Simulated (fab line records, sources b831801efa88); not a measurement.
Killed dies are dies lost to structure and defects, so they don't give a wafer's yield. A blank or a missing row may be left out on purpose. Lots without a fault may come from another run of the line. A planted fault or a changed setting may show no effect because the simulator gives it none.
fab line records | flow gf180mcu
record lots=5 wafers=15 last_day=34
route steps=602 shown STI@8 DNWELL@32 NWELL@42
lots that met no fault: from a run of the same line without faults
start_h: hours from the record's first day to the start of the lot's first wafer shown | wait_h: hours since the lot's step before | " the same as in the row above | L1.1+2: a row that stands for several wafers | - no value, or no start given | * or withheld: withheld | < > ~ a bound
route shown NAME@n: a module of which the file shows steps, and the number in the route of the first | usual: mean/standard deviation of fault-free wafers | same: alike in all rows | chamber/n: place in a boat | sites: the reading at each site | _std_site: their standard deviation | _edge_site: outer sites' mean less inner sites' | radius_mm: how far each site lies from the wafer's centre | mask NAME#n: copy n | behind: the tool/chamber that last shaped the wafer | hold: why the lot was held/for how many hours/how that ended | device: the transistor (n, p or np) that didn't switch | end of line: the same wafers' tests at the end of the route | a step without rows: its recipe alone | killed: dies lost to structure and defects at the first sort, not the wafer's yield | map: a wafer's dies, x killed, . not, _ none there
set.NAME: the setting as run; set.NAME@STEP: as run at that earlier step | model.NAME: the simulator's own value behind a step, which no gauge read
lots at some steps of the route; a table a step, a row a wafer
services: from which hour (start_h, from the record's first day; less than 0 if before it) a tool's chamber was out of use, for how many hours, and why
## steps
# step GF_STI_COAT_07
# recipe resist=KrF spin_rpm=withheld resist_thk_nm=700
# columns lot.wafer tool chamber start_h wait_h
L074.1+4+5 litho_track-04 0 20.67 0.1
L080.2+4+5 litho_track-01 0 50.47 0.1
L082.2+5+6 litho_track-01 0 59.72 0.1
L084.4+5+6 litho_track-02 0 70.71 0.1
L095.2+4+5 litho_track-01 0 127.07 0.1
# step GF_STI_SOFTBAKE_08
# recipe temp_c=130 time_s=60 resist=KrF
# usual heater_power_total_W=93.05/0.061
# columns lot.wafer tool chamber start_h wait_h heater_power_total_W
L074.1 litho_track-04 0 20.82 0.1 93.02
L074.4 " 0 " " 93.01
L074.5 " 0 " " 93.05
L080.2 litho_track-01 0 50.62 0.1 93.07
L080.4 " 0 " " 93.06
L080.5 " 0 " " 93.08
L082.2 litho_track-01 0 59.87 0.1 93.12
L082.5 " 0 " " 92.96
L082.6 " 0 " " 93.09
L084.4 litho_track-02 0 70.86 0.1 93.09
L084.5 " 0 " " 92.91
L084.6 " 0 " " 93.01
L095.2 litho_track-01 0 127.22 0.1 93.16
L095.4 " 0 " " 93.04
L095.5 " 0 " " 92.98
# step GF_STI_EXPOSE_09
# recipe mask_id=COMP target_cd_nm=220 na=0.68 source_shape=conventional sigma_outer=0.6 dose_mj=28
# usual reticle_temp_C=22.99/0.12
# columns lot.wafer tool chamber start_h wait_h mask reticle_temp_C
L074.1 krf_scanner-01 0 - - COMP#0 22.87
L074.4 " 0 " " COMP#0 22.89
L074.5 " 0 " " COMP#0 23.01
L080.2 krf_scanner-02 0 - - COMP#0 22.91
L080.4 " 0 " " COMP#0 23.01
L080.5 " 0 " " COMP#0 23.14
L082.2 krf_scanner-01 0 - - COMP#0 23.03
L082.5 " 0 " " COMP#0 23.00
L082.6 " 0 " " COMP#0 22.97
L084.4 krf_scanner-01 0 - - COMP#0 22.83
L084.5 " 0 " " COMP#0 23.01
L084.6 " 0 " " COMP#0 23.11
L095.2 krf_scanner-01 0 - - COMP#0 22.57
L095.4 " 0 " " COMP#0 22.80
L095.5 " 0 " " COMP#0 22.81
# step GF_STI_PEB_10
# recipe peb_temp_c=135 peb_time_s=90 resist=KrF
# usual heater_power_total_W=85.70/0.083
# columns lot.wafer tool chamber start_h wait_h heater_power_total_W
L074.1 litho_track-01 0 - - 85.64
L074.4 " 0 " " 85.68
L074.5 " 0 " " 85.63
L080.2 litho_track-02 0 - - 85.77
L080.4 " 0 " " 85.76
L080.5 " 0 " " 85.60
L082.2 litho_track-02 0 - - 85.76
L082.5 " 0 " " 85.66
L082.6 " 0 " " 85.61
L084.4 litho_track-04 0 - - 85.78
L084.5 " 0 " " 85.57
L084.6 " 0 " " 85.60
L095.2 litho_track-01 0 - - 85.74
L095.4 " 0 " " 85.71
L095.5 " 0 " " 85.85
# step GF_STI_DEVELOP_11
# recipe develop_time_s=60 dev_temp_c=21
# columns lot.wafer tool chamber start_h wait_h
L074.1+4+5 litho_track-01 0 26.39 0.2
L080.2+4+5 litho_track-02 0 57.16 0.2
L082.2+5+6 litho_track-02 0 66.56 0.2
L084.4+5+6 litho_track-04 0 77.64 0.1
L095.2+4+5 litho_track-01 0 135.57 0.2
# step GF_STI_CD_MEAS_12
# recipe target_cd_nm=220
# usual cd_nm=220.2/1.3
# columns lot.wafer tool chamber start_h wait_h cd_nm
L074.1 cd_sem-01 - 26.54 0.1 221.4
L074.4 " - " " 220.4
L074.5 " - " " 221.6
L080.2 cd_sem-01 - 57.31 0.1 220.1
L080.4 " - " " 218.4
L080.5 " - " " 219.1
L082.2 cd_sem-02 - 66.71 0.1 220.1
L082.5 " - " " 220.6
L082.6 " - " " 220.9
L084.4 cd_sem-01 - 77.78 0.1 221.6
L084.5 " - " " 222.2
L084.6 " - " " 220.9
L095.2 cd_sem-02 - 135.71 0.1 221.6
L095.4 " - " " 221.2
L095.5 " - " " 220.9
# step GF_STI_ETCH_13
# recipe chemistry=CHF3/O2 stop_on=Si over_etch_frac=0.3 target_depth_a=2823.1 source_w=600 bias_w=197.1 pressure_mtorr=40 chf3_flow_sccm=50 O2_flow_sccm=5 time_s=112.9
# usual drypump_motor_current_A=5.6/0.39 oes_product_au=0.834/0.0069 throttle_valve_pct=8.809/0.01
# columns lot.wafer tool chamber start_h wait_h drypump_motor_current_A oes_product_au rf_hours_counter_h throttle_valve_pct
L074.1 rie_diel-03 3 26.66 0.1 5.5 0.831 83 8.808
L074.4 " 2 " " 5.6 0.837 158 8.788
L074.5 " 3 " " 5.5 0.831 - 8.810
L080.2 rie_diel-04 3 57.41 0.1 6.2 0.842 72 8.818
L080.4 " 1 " " 6.3 0.827 56 8.828
L080.5 " 1 " " 6.3 0.837 - 8.826
L082.2 rie_diel-01 0 66.81 0.1 5.3 0.823 11 8.830
L082.5 " 2 " " 5.7 0.829 - 8.828
L082.6 " 3 " " 5.9 0.832 - 8.811
L084.4 rie_diel-04 1 77.84 0.0 6.3 0.826 57 8.792
L084.5 " 0 " " 5.0 0.829 - 8.809
L084.6 " 1 " " 6.3 0.828 - 8.814
L095.2 rie_diel-03 0 135.81 0.1 5.0 0.837 5 8.809
L095.4 " 2 " " 5.6 0.841 - 8.826
L095.5 " 3 " " 5.5 0.830 - 8.808
# step GF_STI_ETCH_14
# recipe target=Si chemistry=HBr/Cl2/O2 target_depth_nm=360 icp_w=600 bias_w=150 pressure_mtorr=15 HBr_flow_sccm=150 Cl2_flow_sccm=40 O2_flow_sccm=6 time_s=102.9
# usual drypump_motor_current_A=5.7/0.62 oes_product_au=1.008/0.0086 throttle_valve_pct=25.650/0.011
# columns lot.wafer tool chamber start_h wait_h drypump_motor_current_A oes_product_au rf_hours_counter_h throttle_valve_pct
L074.1 rie_si-01 3 26.74 0.0 6.0 1.022 124 25.653
L074.4 " 1 " " 5.5 0.996 - 25.652
L074.5 " 3 " " 6.0 1.019 - 25.643
L080.2 rie_si-02 0 57.49 0.0 5.5 1.003 1 25.658
L080.4 " 1 " " 5.0 1.005 85 25.666
L080.5 " 1 " " 5.0 0.993 - 25.654
L082.2 rie_si-01 0 66.89 0.0 6.8 1.009 39 25.641
L082.5 " 1 " " 5.6 1.001 - 25.670
L082.6 " 2 " " 6.1 0.998 - 25.660
L084.4 rie_si-02 0 77.92 0.0 5.5 1.027 1 25.652
L084.5 " 0 " " 5.5 1.004 - 25.629
L084.6 " 3 " " 4.8 1.006 - 25.642
L095.2 rie_si-01 1 135.89 0.0 5.6 1.013 48 25.636
L095.4 " 2 " " 6.1 1.009 103 25.656
L095.5 " 0 " " 6.8 1.015 - 25.626
# step GF_STI_STRIP_15
# recipe chemistry=O2/N2 power_w=1400 pressure_mtorr=1500 platen_temp_c=250 o2_flow_sccm=3000 n2_flow_sccm=300 overash_fraction=0.5
# usual drypump_motor_current_A=5.7/0.49 heater_power_w=312/18 oes_product_au=0.383/0.0047 strip_time_to_endpoint_s=3.71/0.042
# columns lot.wafer tool chamber start_h wait_h drypump_motor_current_A heater_power_w oes_product_au rf_hours_counter_h strip_time_to_endpoint_s
L074.1 plasma_asher-04 1 26.82 0.0 4.8 331 0.381 24 3.70
L074.4 " 0 " " 5.8 280 0.387 - 3.72
L074.5 " 0 " " 5.8 277 0.381 - 3.72
L080.2 plasma_asher-01 0 57.56 0.0 6.4 322 0.382 40 3.69
L080.4 " 0 " " 6.4 312 0.381 - 3.80
L080.5 " 0 " " 6.4 317 0.382 - 3.80
L082.2 plasma_asher-03 0 66.96 0.0 6.0 302 0.384 39 3.66
L082.5 " 0 " " 6.0 299 0.388 - 3.69
L082.6 " 1 " " 6.0 325 0.391 - 3.70
L084.4 plasma_asher-03 1 78.02 0.1 6.0 318 0.376 - 3.68
L084.5 " 0 " " 6.0 295 0.388 - 3.69
L084.6 " 1 " " 6.0 320 0.385 - 3.73
L095.2 plasma_asher-01 1 135.97 0.0 5.2 340 0.387 2 3.73
L095.4 " 0 " " 6.4 332 0.388 - 3.70
L095.5 " 0 " " 6.4 323 0.378 - 3.72
# step GF_STI_CLEAN_16
# recipe chemistry=dHF time_s=25 dilution=100:1
# columns lot.wafer tool chamber start_h wait_h
L074.1+4+5 wet_bench-01 2 26.92 0.1
L080.2+4+5 wet_bench-01 2 57.66 0.1
L082.2+5+6 wet_bench-04 0 67.06 0.1
L084.4+5+6 wet_bench-03 0 78.09 0.0
L095.2+4+5 wet_bench-03 3 136.07 0.1
# step GF_STI_WET_ETCH_17
# recipe chemistry=H3PO4 target_depth_nm=45 temp_c=160 target=Si3N4 time_s=514
# usual bath_guard_temp_C=160.2/0.54
# columns lot.wafer tool chamber start_h wait_h bath_guard_temp_C
L074.1 wet_bench-03 3 26.93 0.0 160.0
L074.4 " 3 " " 160.6
L074.5 " 3 " " 160.3
L080.2 wet_bench-04 2 57.67 0.0 160.3
L080.4 " 2 " " 160.9
L080.5 " 2 " " 160.6
L082.2 wet_bench-01 1 67.07 0.0 160.4
L082.5 " 1 " " 160.2
L082.6 " 1 " " 160.3
L084.4 wet_bench-04 3 78.11 0.0 160.9
L084.5 " 3 " " 161.0
L084.6 " 3 " " 161.3
L095.2 wet_bench-01 1 136.08 0.0 160.6
L095.4 " 1 " " 160.5
L095.5 " 1 " " 160.9
# step GF_STI_CLEAN_18
# recipe chemistry=SC1/SC2 mix=1:4:20 temp_c=70 time_s=150
# usual bath_guard_temp_C=70.2/0.52
# columns lot.wafer tool chamber start_h wait_h bath_guard_temp_C
L074.1 wet_bench-04 1 27.10 0.0 69.6
L074.4 " 1 " " 69.7
L074.5 " 1 " " 69.5
L080.2 wet_bench-04 0 57.98 0.0 70.0
L080.4 " 0 " " 70.1
L080.5 " 0 " " 70.3
L082.2 wet_bench-03 0 67.23 0.0 69.8
L082.5 " 0 " " 69.6
L082.6 " 0 " " 69.5
L084.4 wet_bench-03 2 78.26 0.0 70.8
L084.5 " 2 " " 70.6
L084.6 " 2 " " 70.6
L095.2 wet_bench-04 0 136.23 0.0 70.1
L095.4 " 0 " " 70.2
L095.5 " 0 " " 70.3
# step GF_STI_CLEAN_19
# recipe chemistry=dHF time_s=20 dilution=100:1
# columns lot.wafer tool chamber start_h wait_h
L074.1+4+5 wet_bench-01 2 27.15 0.0
L080.2+4+5 wet_bench-01 1 58.08 0.0
L082.2+5+6 wet_bench-04 1 67.28 0.0
L084.4+5+6 wet_bench-04 0 78.31 0.0
L095.2+4+5 wet_bench-01 3 136.28 0.0
# step GF_STI_WET_ETCH_20
# recipe chemistry=dHF dilution=100:1 target_depth_nm=20 temp_c=25 dry=ipa_marangoni target=SiO2 time_s=400
# columns lot.wafer tool chamber start_h wait_h
L074.1+4+5 wet_bench-01 1 27.17 0.0
L080.2+4+5 wet_bench-04 1 58.09 0.0
L082.2+5+6 wet_bench-01 0 67.29 0.0
L084.4+5+6 wet_bench-03 0 78.33 0.0
L095.2+4+5 wet_bench-03 2 136.30 0.0
# step GF_STI_OXIDATION_21
# recipe temp_c=1000 ambient=O2 stabilise_s=600 purge_s=300 target_thk_a=150 ox_time_s=458
# usual tube_center_temp_C_max=1002.5/0.42 zone_power_top_pct=45.9/0.47
# columns lot.wafer tool chamber start_h wait_h tube_center_temp_C_max zone_power_top_pct
L074.1 furnace-01 0 27.29 0.0 1002.5 46.1
L074.4 " 0 " " 1002.2 46.6
L074.5 " 0 " " 1002.7 45.9
L080.2 furnace-01 0 58.33 0.0 1002.1 46.2
L080.4 " 0 " " 1002.4 46.4
L080.5 " 0 " " 1002.6 46.2
L082.2 furnace-01 0 68.29 0.9 1002.4 45.6
L082.5 " 0 " " 1002.8 44.8
L082.6 " 0 " " 1003.1 46.1
L084.4 furnace-02 0 78.46 0.0 1002.9 46.7
L084.5 " 0 " " 1003.1 45.8
L084.6 " 0 " " 1002.3 45.9
L095.2 furnace-01 0 136.94 0.5 1002.9 46.5
L095.4 " 0 " " 1003.4 44.9
L095.5 " 0 " " 1002.9 46.9
# step GF_STI_THK_MEAS_22
# recipe reads=SiO2_of_STI_OXIDATION_21
# usual STI_OXIDATION_01_THK=15.0/0.31
# columns lot.wafer tool chamber start_h wait_h STI_OXIDATION_01_THK[nm]
L074.1 film_metro-03 - 28.41 0.0 14.7
L074.4 " - " " 14.8
L074.5 " - " " 15.1
L080.2 film_metro-02 - 59.47 0.0 14.5
L080.4 " - " " 14.4
L080.5 " - " " 14.4
L082.2 film_metro-04 - 69.43 0.0 15.2
L082.5 " - " " 15.4
L082.6 " - " " 15.4
L084.4 film_metro-03 - 79.61 0.0 15.0
L084.5 " - " " 15.0
L084.6 " - " " 15.1
L095.2 film_metro-03 - 138.12 0.1 14.9
L095.4 " - " " 15.0
L095.5 " - " " 15.0
# step GF_STI_CVD_23
# recipe material=SiO2 target_thk_nm=650 sigma_open_frac=0.3 time_s=108.3 temp_c=600 sih4_flow_sccm=60 pressure_mtorr=6
# columns lot.wafer tool chamber start_h wait_h
L074.1+4+5 hdpcvd-01 1,0,2 28.47 0.1
L080.2+4+5 hdpcvd-02 1,2,1 59.52 0.0
L082.2+5+6 hdpcvd-02 0,2,1 69.48 0.0
L084.4+5+6 hdpcvd-02 0,1,2 79.68 0.1
L095.2+4+5 hdpcvd-02 1,2,1 138.17 0.0
# step GF_STI_THK_MEAS_24
# recipe reads=SiO2_of_STI_CVD_23
# usual STI_CVD_23_THK=647/6.1
# columns lot.wafer tool chamber start_h wait_h STI_CVD_23_THK[nm]
L074.1 film_metro-04 - 28.55 0.0 641
L074.4 " - " " 647
L074.5 " - " " 641
L080.2 film_metro-03 - 59.60 0.0 654
L080.4 " - " " 652
L080.5 " - " " 652
L082.2 film_metro-03 - 69.56 0.0 649
L082.5 " - " " 643
L082.6 " - " " 643
L084.4 film_metro-04 - 79.75 0.0 660
L084.5 " - " " 659
L084.6 " - " " 650
L095.2 film_metro-03 - 138.26 0.0 664
L095.4 " - " " 644
L095.5 " - " " 651
# step GF_STI_CMP_25
# recipe stop_on=Si3N4 t_overpolish_s=33 down_force_psi=4 platen_rpm=60 target_thk_nm=524.6 pad_velocity_m_s=0.94248
# usual motor_current_A=12.2/1.4 overpolish_run_s=33.000/0.0081 retaining_ring_pressure_frac=1.000/0.0055 slurry_filter_dp_kPa=13.50/0.12 time_to_endpoint_s=124/5
# columns lot.wafer tool chamber start_h wait_h motor_current_A overpolish_run_s retaining_ring_pressure_frac slurry_filter_dp_kPa time_to_endpoint_s
L074.4 cmp-02 3 28.61 0.0 12.6 33.000 1.002 13.63 131
L074.1 " 0 " " 12.7 32.993 1.003 13.39 128
L074.5 " 0 " " 13.3 32.992 0.998 13.40 123
L080.2 cmp-02 2 59.75 0.1 13.6 33.001 1.007 13.46 127
L080.4 " 3 " " 13.1 33.014 0.998 13.54 129
L080.5 " 1 " " 10.3 32.996 0.996 13.54 128
L082.2 cmp-02 3 69.71 0.1 13.6 33.002 0.994 13.45 127
L082.6 " 1 " " 10.6 32.992 0.991 13.42 127
L082.5 " 2 " " 14.7 32.998 1.003 13.38 126
L084.4 cmp-01 3 79.83 0.1 12.2 32.994 0.994 13.44 128
L084.5 " 2 " " 14.0 33.005 1.012 13.74 127
L084.6 " 3 " " 12.2 33.008 0.997 13.43 125
L095.2 cmp-02 1 138.46 0.2 11.3 32.992 0.992 13.56 125
L095.4 " 2 " " 14.1 33.001 1.005 13.62 121
L095.5 " 0 " " 12.3 33.008 1.005 13.63 121
# step GF_STI_WET_ETCH_26
# recipe chemistry=dHF target_depth_nm=94 target=SiO2 temp_c=25 dilution=10:1 time_s=188
# columns lot.wafer tool chamber start_h wait_h
L074.1+4+5 wet_bench-03 1 28.91 0.2
L080.2+4+5 wet_bench-01 1 59.95 0.1
L082.2+5+6 wet_bench-04 1 69.91 0.1
L084.4+5+6 wet_bench-04 2 80.08 0.2
L095.2+4+5 wet_bench-03 2 138.71 0.2
# step GF_STI_WET_ETCH_27
# recipe chemistry=H3PO4 target_depth_nm=160 target=Si3N4 temp_c=160 time_s=1825
# usual bath_guard_temp_C=160.3/0.61
# columns lot.wafer tool chamber start_h wait_h bath_guard_temp_C
L074.1 wet_bench-04 1 28.98 0.0 159.9
L074.4 " 1 " " 159.4
L074.5 " 1 " " 159.7
L080.2 wet_bench-01 0 60.01 0.0 160.2
L080.4 " 0 " " 160.3
L080.5 " 0 " " 160.0
L082.2 wet_bench-03 2 69.97 0.0 160.9
L082.5 " 2 " " 160.9
L082.6 " 2 " " 161.0
L084.4 wet_bench-01 2 80.14 0.0 160.4
L084.5 " 2 " " 160.5
L084.6 " 2 " " 160.7
L095.2 wet_bench-01 1 138.77 0.0 160.3
L095.4 " 1 " " 160.4
L095.5 " 1 " " 160.9
# step GF_STI_WET_ETCH_28
# recipe chemistry=dHF target_depth_nm=20 dry=ipa_marangoni target=SiO2 temp_c=26.1 dilution=10:1 time_s=40
# columns lot.wafer tool chamber start_h wait_h
L074.1+4+5 wet_bench-04 1 29.54 0.0
L080.2+4+5 wet_bench-03 3 60.53 0.0
L082.2+5+6 wet_bench-04 0 70.49 0.0
L084.4+5+6 wet_bench-03 0 80.66 0.0
L095.2+4+5 wet_bench-04 0 139.29 0.0
# step GF_STI_OXIDATION_29
# recipe temp_c=900 ambient=O2 stabilise_s=600 purge_s=300 target_thk_a=100 ox_time_s=1418
# usual tube_center_temp_C_max=902.3/0.39 zone_power_top_pct=38.3/0.4
# columns lot.wafer tool chamber start_h wait_h tube_center_temp_C_max zone_power_top_pct
L074.1 furnace-01 0 29.56 0.0 902.5 37.8
L074.4 " 0 " " 902.8 38.6
L074.5 " 0 " " 902.1 38.7
L080.2 furnace-01 0 60.55 0.0 902.6 38.6
L080.4 " 0 " " 902.0 38.5
L080.5 " 0 " " 902.7 38.9
L082.2 furnace-01 0 70.97 0.5 902.3 38.1
L082.5 " 0 " " 902.2 37.6
L082.6 " 0 " " 902.5 38.1
L084.4 furnace-02 0 81.03 0.4 903.4 38.5
L084.5 " 0 " " 902.6 38.8
L084.6 " 0 " " 902.3 38.2
L095.2 furnace-01 0 139.31 0.0 902.2 38.4
L095.4 " 0 " " 902.7 38.7
L095.5 " 0 " " 902.7 38.1
# step GF_STI_THK_MEAS_30
# recipe reads=SiO2_of_STI_OXIDATION_29
# usual STI_OXIDATION_02_THK=10.06/0.17
# columns lot.wafer tool chamber start_h wait_h STI_OXIDATION_02_THK[nm]
L074.1 film_metro-03 - 30.95 0.0 10.02
L074.4 " - " " 9.90
L074.5 " - " " 9.80
L080.2 film_metro-03 - 61.95 0.0 9.75
L080.4 " - " " 9.64
L080.5 " - " " 9.76
L082.2 film_metro-02 - 72.37 0.0 10.06
L082.5 " - " " 10.02
L082.6 " - " " 10.02
L084.4 film_metro-04 - 82.45 0.0 10.13
L084.5 " - " " 10.28
L084.6 " - " " 10.00
L095.2 film_metro-03 - 140.71 0.0 10.19
L095.4 " - " " 10.24
L095.5 " - " " 10.29
# step GF_DNWELL_DEHYDRATE_00
# recipe temp_c=200 time_s=60
# usual heater_power_total_W=160.37/0.11
# columns lot.wafer tool chamber start_h wait_h heater_power_total_W
L074.1 litho_track-03 0 36.28 5.3 160.56
L074.4 " 0 " " 160.35
L074.5 " 0 " " 160.50
L080.2 litho_track-03 0 68.55 6.6 160.53
L080.4 " 0 " " 160.42
L080.5 " 0 " " 160.36
L082.2 litho_track-02 0 78.86 6.5 160.21
L082.5 " 0 " " 160.37
L082.6 " 0 " " 160.61
L084.4 litho_track-03 0 88.75 6.3 160.49
L084.5 " 0 " " 160.38
L084.6 " 0 " " 160.32
L095.2 litho_track-04 0 147.29 6.6 160.44
L095.4 " 0 " " 160.23
L095.5 " 0 " " 160.15
# step GF_DNWELL_HMDS_01
# recipe prime_time_s=60 prime_temp_c=120
# columns lot.wafer tool chamber start_h wait_h
L074.1+4+5 litho_track-03 0 36.43 0.1
L080.2+4+5 litho_track-03 0 68.70 0.1
L082.2+5+6 litho_track-02 0 79.01 0.1
L084.4+5+6 litho_track-03 0 88.90 0.1
L095.2+4+5 litho_track-04 0 147.44 0.1
# step GF_DNWELL_COAT_02
# recipe spin_rpm=2000 resist_thk_nm=3000
# columns lot.wafer tool chamber start_h wait_h
L074.1+4+5 litho_track-03 0 36.58 0.1
L080.2+4+5 litho_track-03 0 68.85 0.1
L082.2+5+6 litho_track-02 0 79.16 0.1
L084.4+5+6 litho_track-03 0 89.05 0.1
L095.2+4+5 litho_track-04 0 147.59 0.1
# step GF_DNWELL_SOFTBAKE_03
# recipe temp_c=110 time_s=withheld
# usual heater_power_total_W=65.30/0.14
# columns lot.wafer tool chamber start_h wait_h heater_power_total_W
L074.1 litho_track-03 0 36.73 0.1 65.23
L074.4 " 0 " " 65.20
L074.5 " 0 " " 65.12
L080.2 litho_track-03 0 69.01 0.1 65.44
L080.4 " 0 " " 65.25
L080.5 " 0 " " 65.60
L082.2 litho_track-02 0 79.32 0.1 65.17
L082.5 " 0 " " 65.12
L082.6 " 0 " " 65.41
L084.4 litho_track-03 0 89.23 0.1 65.27
L084.5 " 0 " " 65.50
L084.6 " 0 " " 65.53
L095.2 litho_track-04 0 147.75 0.1 65.06
L095.4 " 0 " " 65.28
L095.5 " 0 " " 65.43
# step GF_DNWELL_EXPOSE_04
# recipe mask_id=DNWELL target_cd_nm=1700 na=0.6 source_shape=conventional sigma_outer=0.6 dose_mj=260
# usual reticle_temp_C=23.02/0.12
# columns lot.wafer tool chamber start_h wait_h mask reticle_temp_C
L074.1 iline_stepper-01 0 - - DNWELL#0 23.05
L074.4 " 0 " " DNWELL#0 23.13
L074.5 " 0 " " DNWELL#0 23.01
L080.2 iline_stepper-02 0 - - DNWELL#0 22.99
L080.4 " 0 " " DNWELL#0 22.98
L080.5 " 0 " " DNWELL#0 23.01
L082.2 iline_stepper-02 0 - - DNWELL#0 23.01
L082.5 " 0 " " DNWELL#0 23.14
L082.6 " 0 " " DNWELL#0 23.01
L084.4 iline_stepper-02 0 - - DNWELL#0 23.10
L084.5 " 0 " " DNWELL#0 22.98
L084.6 " 0 " " DNWELL#0 22.89
L095.2 iline_stepper-01 0 - - DNWELL#0 22.79
L095.4 " 0 " " DNWELL#0 22.95
L095.5 " 0 " " DNWELL#0 22.99
# step GF_DNWELL_PEB_05
# recipe temp_c=115 time_s=withheld
# usual heater_power_total_W=69.32/0.13
# columns lot.wafer tool chamber start_h wait_h heater_power_total_W
L074.1 litho_track-03 0 - - 69.16
L074.4 " 0 " " 69.46
L074.5 " 0 " " 69.28
L080.2 litho_track-04 0 - - 69.20
L080.4 " 0 " " 69.27
L080.5 " 0 " " 69.39
L082.2 litho_track-02 0 - - 69.39
L082.5 " 0 " " 69.36
L082.6 " 0 " " 69.20
L084.4 litho_track-03 0 - - 69.50
L084.5 " 0 " " 69.16
L084.6 " 0 " " 69.26
L095.2 litho_track-02 0 - - 69.37
L095.4 " 0 " " 69.30
L095.5 " 0 " " 69.51
# step GF_DNWELL_DEVELOP_06
# recipe wall_angle_deg=90 develop_time_s=60 dev_temp_c=23
# columns lot.wafer tool chamber start_h wait_h
L074.1+4+5 litho_track-03 0 - -
L080.2+4+5 litho_track-04 0 - -
L082.2+5+6 litho_track-02 0 - -
L084.4+5+6 litho_track-03 0 - -
L095.2+4+5 litho_track-02 0 - -
# step GF_DNWELL_IMPLANT_07
# recipe species=P energy_kev=1500 dose_cm2=1e+13 tilt_deg=0
# columns lot.wafer tool chamber start_h wait_h
L074.1+4+5 implanter-01 0 43.13 -
L080.2+4+5 implanter-04 0 80.79 -
L082.2+5+6 implanter-04 0 85.86 -
L084.4+5+6 implanter-03 0 97.00 -
L095.2+4+5 implanter-01 0 155.26 -
# step GF_DNWELL_STRIP_08
# recipe chemistry=O2/N2 power_w=1400 pressure_mtorr=1500 platen_temp_c=250 o2_flow_sccm=3000 n2_flow_sccm=300 overash_fraction=0.5
# usual drypump_motor_current_A=5.5/0.63 heater_power_w=333/33 oes_product_au=0.723/0.0047 strip_time_to_endpoint_s=36.97/0.096
# columns lot.wafer tool chamber start_h wait_h drypump_motor_current_A heater_power_w oes_product_au rf_hours_counter_h strip_time_to_endpoint_s
L074.1 plasma_asher-04 0 43.28 0.1 5.8 274 0.711 25 36.94
L074.4 " 1 " " 4.8 331 0.717 - 37.00
L074.5 " 1 " " 4.8 329 0.711 - 37.01
L080.2 plasma_asher-02 1 80.92 0.1 4.7 364 0.725 43 37.06
L080.4 " 0 " " 6.0 381 0.730 - 36.91
L080.5 " 1 " " 4.7 367 0.719 - 36.93
L082.2 plasma_asher-04 1 85.99 0.1 4.8 321 0.727 30 36.93
L082.5 " 0 " " 5.8 276 0.724 - 36.92
L082.6 " 1 " " 4.8 328 0.714 - 36.93
L084.4 plasma_asher-01 1 97.11 0.1 5.2 306 0.720 - 36.86
L084.5 " 0 " " 6.4 321 0.715 - 36.92
L084.6 " 1 " " 5.2 312 0.723 - 36.86
L095.2 plasma_asher-01 0 155.38 0.1 6.4 325 0.729 4 37.05
L095.4 " 1 " " 5.1 336 0.716 - 36.92
L095.5 " 1 " " 5.1 324 0.726 - 37.00
# step GF_DNWELL_TW_MEAS_09
# usual DNWELL_TW=1337/7.5
# columns lot.wafer tool chamber start_h wait_h DNWELL_TW
L074.1 film_metro-01 - 43.38 0.1 1342
L074.4 " - " " 1346
L074.5 " - " " 1345
L080.2 film_metro-01 - 81.03 0.1 1336
L080.4 " - " " 1339
L080.5 " - " " 1344
L082.2 film_metro-03 - 86.10 0.1 1323
L082.5 " - " " 1332
L082.6 " - " " 1330
L084.4 film_metro-02 - 97.21 0.1 1336
L084.5 " - " " 1339
L084.6 " - " " 1336
L095.2 film_metro-03 - 155.49 0.1 1327
L095.4 " - " " 1337
L095.5 " - " " 1329
# step GF_NWELL_DEHYDRATE_00
# recipe temp_c=200 time_s=60
# usual heater_power_total_W=160.39/0.13
# columns lot.wafer tool chamber start_h wait_h heater_power_total_W
L074.1 litho_track-02 0 49.04 5.6 160.30
L074.4 " 0 " " 160.38
L074.5 " 0 " " 160.15
L080.2 litho_track-01 0 87.37 6.3 160.26
L080.4 " 0 " " 160.23
L080.5 " 0 " " 160.44
L082.2 litho_track-02 0 93.11 7.0 160.49
L082.5 " 0 " " 160.41
L082.6 " 0 " " 160.42
L084.4 litho_track-03 0 103.55 6.3 160.30
L084.5 " 0 " " 160.54
L084.6 " 0 " " 160.30
L095.2 litho_track-03 0 162.95 7.4 160.59
L095.4 " 0 " " 160.48
L095.5 " 0 " " 160.43
# step GF_NWELL_HMDS_01
# recipe prime_time_s=60 prime_temp_c=120
# columns lot.wafer tool chamber start_h wait_h
L074.1+4+5 litho_track-02 0 49.19 0.1
L080.2+4+5 litho_track-01 0 87.52 0.1
L082.2+5+6 litho_track-02 0 93.26 0.1
L084.4+5+6 litho_track-03 0 103.70 0.1
L095.2+4+5 litho_track-03 0 163.10 0.1
# step GF_NWELL_COAT_02
# recipe spin_rpm=2000 resist_thk_nm=3000
# columns lot.wafer tool chamber start_h wait_h
L074.1+4+5 litho_track-02 0 49.34 0.1
L080.2+4+5 litho_track-01 0 87.67 0.1
L082.2+5+6 litho_track-02 0 93.41 0.1
L084.4+5+6 litho_track-03 0 103.85 0.1
L095.2+4+5 litho_track-03 0 163.25 0.1
# step GF_NWELL_SOFTBAKE_03
# recipe temp_c=110 time_s=withheld
# usual heater_power_total_W=65.31/0.13
# columns lot.wafer tool chamber start_h wait_h heater_power_total_W
L074.1 litho_track-02 0 49.49 0.1 65.17
L074.4 " 0 " " 65.29
L074.5 " 0 " " 65.20
L080.2 litho_track-01 0 87.83 0.1 65.23
L080.4 " 0 " " 65.37
L080.5 " 0 " " 65.39
L082.2 litho_track-02 0 93.57 0.1 65.44
L082.5 " 0 " " 65.50
L082.6 " 0 " " 65.15
L084.4 litho_track-03 0 104.03 0.1 65.38
L084.5 " 0 " " 65.24
L084.6 " 0 " " 65.52
L095.2 litho_track-03 0 163.41 0.1 65.19
L095.4 " 0 " " 65.17
L095.5 " 0 " " 65.46
## services
# columns tool chamber start_h hours kind
rie_diel-03 1 -2.80 7.3 repair
hdpcvd-02 1 -0.30 6.4 repair
krf_scanner-01 - 1.67 0.8 pm
cmp-02 - 6.96 6.5 pm
rie_si-01 - 11.37 14.6 pm
krf_scanner-01 - 13.88 1.0 pm
krf_scanner-01 - 24.61 3.4 repair
wet_bench-04 - 41.94 1.7 repair
cmp-02 - 64.00 4.0 pm
iline_stepper-02 - 66.58 4.4 pm
cmp-02 - 95.42 0.2 repair
hdpcvd-02 - 96.51 14.6 pm
cmp-02 - 97.39 1.8 repair
cmp-02 - 106.40 2.6 repair
plasma_asher-01 - 108.75 9.0 pm
hdpcvd-02 1 117.08 15.8 repair
furnace-01 - 121.53 3.0 pm
iline_stepper-02 - 121.93 1.7 repair
wet_bench-03 - 141.30 4.4 pm
iline_stepper-02 - 143.77 1.7 pm
krf_scanner-01 - 149.31 0.2 repair
furnace-01 - 155.04 3.0 pm
krf_scanner-01 - 157.44 1.3 pm
wet_bench-01 - 160.32 3.9 repair
## key
fault none
